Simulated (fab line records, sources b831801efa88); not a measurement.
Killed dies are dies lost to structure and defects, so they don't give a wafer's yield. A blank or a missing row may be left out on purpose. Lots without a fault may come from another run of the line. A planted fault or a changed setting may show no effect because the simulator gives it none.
One fault seen from 2 desks | flow sky130 | each desk has only its own numbers; what lay behind them comes last

THE METROLOGY DESK
What the gauges read, lot by lot, whatever tool the lot ran on: means of the sampled wafers that have a number. A lot is out of limits, marked OUT, if its mean lies more than 4 standard deviations from the usual mean; the brackets give that distance.
Columns: A = CAPM_TIN_RS at SKY_CAPM_RS_MEAS_03, usual 6.92 ohm/sq
lot  | first seen here | A
L508 | day 37 00:20    | 6.87
L518 | day 40 05:19    | 6.81
L520 | day 41 02:03    | 6.86
L521 | day 41 03:30    | 7.01
L523 | day 41 17:57    | 6.95
L525 | day 41 22:59    | 6.92
L526 | day 42 10:53    | 7.04
L527 | day 42 16:13    | 6.91
L528 | day 43 04:21    | 6.90
L529 | day 43 09:40    | 6.82
L530 | day 43 12:15    | 6.97
This desk's finding: nothing out of limits on any of the 11 lots.

THE TOOL OWNER'S DESK: pvd_sputter-01
The tool's own readings at SKY_METAL3_SPUTTER_04 (material TiN, target thk 70 nm, time 58.3 s): means of the sampled wafers that have a number, for each lot that ran on this tool. A lot is out of limits, marked OUT, if its mean lies more than 4 standard deviations from the usual mean; the brackets give that distance.
Columns: A = cathode_dc_power_W at SKY_METAL3_SPUTTER_04, usual 6500.0 W; B = chamber_pressure_pa at SKY_METAL3_SPUTTER_04, usual 0.4000 Pa; C = throttle_valve_pct at SKY_METAL3_SPUTTER_04, usual 30.4 %
lot  | first seen here | A      | B                | C
L508 | day 37 00:05    | 6500.5 | 0.3994           | 29.8
L518 | day 40 05:04    | 6499.7 | 0.4165 (+19) OUT | 29.8
L528 | day 43 04:07    | 6500.6 | 0.3999           | 30.7
This desk's finding: out of limits on L518; first on L518, day 40 05:04 (chamber_pressure_pa at SKY_METAL3_SPUTTER_04). In limits: L508, L528.

PUT TOGETHER
The tool owner's desk could have raised an alarm at day 40 05:04, on L518.
The metrology desk saw nothing out of limits.
The metrology desk has L518 on record, within its limits.
Of the lots named, all ran SKY_METAL3_SPUTTER_04 on pvd_sputter-01.

WHAT THE SIMULATOR HAD PUT IN
Process parameter drift: pvd_sputter-01, from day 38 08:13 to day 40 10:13, at SKY_METAL3_SPUTTER_04. Setting chamber_pressure_pa, moved by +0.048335, from 0.4. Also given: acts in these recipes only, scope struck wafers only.
Lots struck among those shown: L518.
Hours from the fault's start to each desk's first reading out of limits: the tool owner's desk, 45.
